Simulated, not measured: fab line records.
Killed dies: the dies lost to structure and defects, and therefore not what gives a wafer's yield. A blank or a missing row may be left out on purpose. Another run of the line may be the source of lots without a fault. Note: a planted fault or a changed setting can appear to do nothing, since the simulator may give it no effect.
Comparing a struck lot with a sound one / flow sky130 / 43 steps out of a route of 708
Sound: the wafers L406.2, L406.4, L406.5. Struck: wafers L426.3, L426.5. (L426.1 of the same lot was not struck and is left out.) The cause comes at the end.
Order at every step that has rows: each side's tool, ch and its chambers, its first start. Under that, the readings that differ: sound wafers / struck wafers / difference of the means / sigmas: that difference in standard deviations of wafers without a fault.
alike: words and numbers the same on both sides, and readings whose means are apart by under 2 such deviations; not compared: readings that were withheld, readings missing a value for some wafer, numbers with overlapping values and no deviation given by the record, and bounds like >300 which may hide the same value.
The two part at a step that has a row with sigmas, a row that says differs or no value, or rows on one side only. Numbers that don't overlap but have no deviation are shown without sigmas and don't part them. A reading that every wafer of one side lacks parts them only if that side has two wafers or more.

first, 1 step without rows for these wafers: SKY_VT_ADJUST_LVTN_IMPLANT_08.
SKY_VT_ADJUST_LVTN_STRIP_09: strips in O2/N2.
  sound on plasma_asher-01 ch 0,1, day 7 05:51; struck on plasma_asher-01 ch 0, day 13 18:51
  alike: drypump_motor_current_A, o2_flow_sccm, oes_product_au, strip_time_to_endpoint_s
  not compared: rf_hours_counter_h
SKY_VT_ADJUST_LVTN_TW_MEAS_10:
  struck on film_metro-03, day 13 18:57; sound on film_metro-02, day 7 05:58
  alike: VT_ADJUST_LVTN_TW
then, 7 steps without rows for these wafers: SKY_VT_ADJUST_LVTN_DEHYDRATE_11 (time 60 s); SKY_VT_ADJUST_LVTN_HMDS_12 (prime time 60 s); SKY_VT_ADJUST_LVTN_COAT_13 (resist thk 1140 nm); SKY_VT_ADJUST_LVTN_SOFTBAKE_14 (time 60 s); SKY_VT_ADJUST_LVTN_EXPOSE_15 (exposes mask HVN STD DERIVED, target cd 600 nm); SKY_VT_ADJUST_LVTN_PEB_16; SKY_VT_ADJUST_LVTN_DEVELOP_17 (develop time 60 s).
SKY_VT_ADJUST_LVTN_OVL_MEAS_18:
  struck on overlay-02, day 14 20:54; sound on overlay-01, day 8 00:10
  alike: VT_ADJUST_LVTN_01_OVL
after that, 1 step had no rows for these wafers: SKY_VT_ADJUST_LVTN_IMPLANT_19.
SKY_VT_ADJUST_LVTN_STRIP_20: strips in O2/N2.
  sound on plasma_asher-03 ch 0,1, day 8 00:20; struck on plasma_asher-03 ch 1, day 14 21:05
  alike: drypump_motor_current_A, o2_flow_sccm, oes_product_au, strip_time_to_endpoint_s
  not compared: rf_hours_counter_h
SKY_VT_ADJUST_LVTN_TW_MEAS_21:
  struck on film_metro-01, day 14 21:11; sound on film_metro-02, day 8 00:27
  alike: VT_ADJUST_LVTN_2_TW
then, 7 steps without rows for these wafers: SKY_VT_ADJUST_NCORE_DEHYDRATE_00 (time 60 s); SKY_VT_ADJUST_NCORE_HMDS_01 (prime time 60 s); SKY_VT_ADJUST_NCORE_COAT_02 (resist thk 1140 nm); SKY_VT_ADJUST_NCORE_SOFTBAKE_03 (time 60 s); SKY_VT_ADJUST_NCORE_EXPOSE_04 (exposes mask LVTN COMPLEMENT THIN, target cd 380 nm); SKY_VT_ADJUST_NCORE_PEB_05; SKY_VT_ADJUST_NCORE_DEVELOP_06 (develop time 60 s).
SKY_VT_ADJUST_NCORE_CD_MEAS_07: the cd target is 380 nm.
  struck on cd_sem-01, day 16 00:31; sound on cd_sem-02, day 8 20:25
  alike: cd_nm
SKY_VT_ADJUST_NCORE_OVL_MEAS_08:
  struck on overlay-02, day 16 00:38; sound on overlay-01, day 8 20:32
  alike: VT_ADJUST_NCORE_OVL
after that, 1 step had no rows for these wafers: SKY_VT_ADJUST_NCORE_IMPLANT_09.
SKY_VT_ADJUST_NCORE_STRIP_10: strips in O2/N2.
  sound on plasma_asher-02 ch 0, day 8 20:43; struck on plasma_asher-04 ch 1, day 16 00:49
  alike: drypump_motor_current_A, o2_flow_sccm, oes_product_au, strip_time_to_endpoint_s
  not compared: rf_hours_counter_h
SKY_VT_ADJUST_NCORE_TW_MEAS_11:
  struck on film_metro-02, day 16 00:55; sound on film_metro-02, day 8 20:49
  alike: VT_ADJUST_NCORE_TW
then, 7 steps without rows for these wafers: SKY_VT_ADJUST_HVTR_DEHYDRATE_00 (time 60 s); SKY_VT_ADJUST_HVTR_HMDS_01 (prime time 60 s); SKY_VT_ADJUST_HVTR_COAT_02 (resist thk 1140 nm); SKY_VT_ADJUST_HVTR_SOFTBAKE_03 (time 60 s); SKY_VT_ADJUST_HVTR_EXPOSE_04 (exposes mask HVTRM, target cd 380 nm); SKY_VT_ADJUST_HVTR_PEB_05; SKY_VT_ADJUST_HVTR_DEVELOP_06 (develop time 60 s).
SKY_VT_ADJUST_HVTR_CD_MEAS_07: the cd target is 380 nm.
  struck on cd_sem-02, day 17 03:23; sound on cd_sem-02, day 9 17:36
  alike: cd_nm
SKY_VT_ADJUST_HVTR_OVL_MEAS_08:
  struck on overlay-01, day 17 03:30; sound on overlay-01, day 9 17:43
  alike: VT_ADJUST_HVTR_OVL
after that, 1 step had no rows for these wafers: SKY_VT_ADJUST_HVTR_IMPLANT_09.
SKY_VT_ADJUST_HVTR_STRIP_10: strips in O2/N2.
  sound on plasma_asher-02 ch 0,1, day 9 17:53; struck on plasma_asher-03 ch 1, day 17 03:41
  alike: drypump_motor_current_A, o2_flow_sccm, oes_product_au, strip_time_to_endpoint_s
  not compared: rf_hours_counter_h
SKY_VT_ADJUST_HVTR_TW_MEAS_11:
  struck on film_metro-03, day 17 03:47; sound on film_metro-04, day 9 18:00
  alike: VT_ADJUST_HVTR_TW
then, 4 steps without rows for these wafers: SKY_VT_ADJUST_PCH_DEHYDRATE_00 (time 60 s); SKY_VT_ADJUST_PCH_HMDS_01 (prime time 60 s); SKY_VT_ADJUST_PCH_COAT_02 (resist thk 3000 nm); SKY_VT_ADJUST_PCH_SOFTBAKE_03.
-- a jump in the record: the struck wafers' starts before and after are 34 days apart (it breaks off in module VT_ADJUST_PCH and resumes in module PAD_OPEN, where the first step shown is number 708 of the route) --
SKY_PAD_OPEN_PROBE_99:
  the record has rows for the struck wafers here (prober-01, day 51 09:24) and none for the sound ones

WHERE THEY PART
Only at SKY_PAD_OPEN_PROBE_99, as far as this record shows.

WHY: whatever the simulator had introduced
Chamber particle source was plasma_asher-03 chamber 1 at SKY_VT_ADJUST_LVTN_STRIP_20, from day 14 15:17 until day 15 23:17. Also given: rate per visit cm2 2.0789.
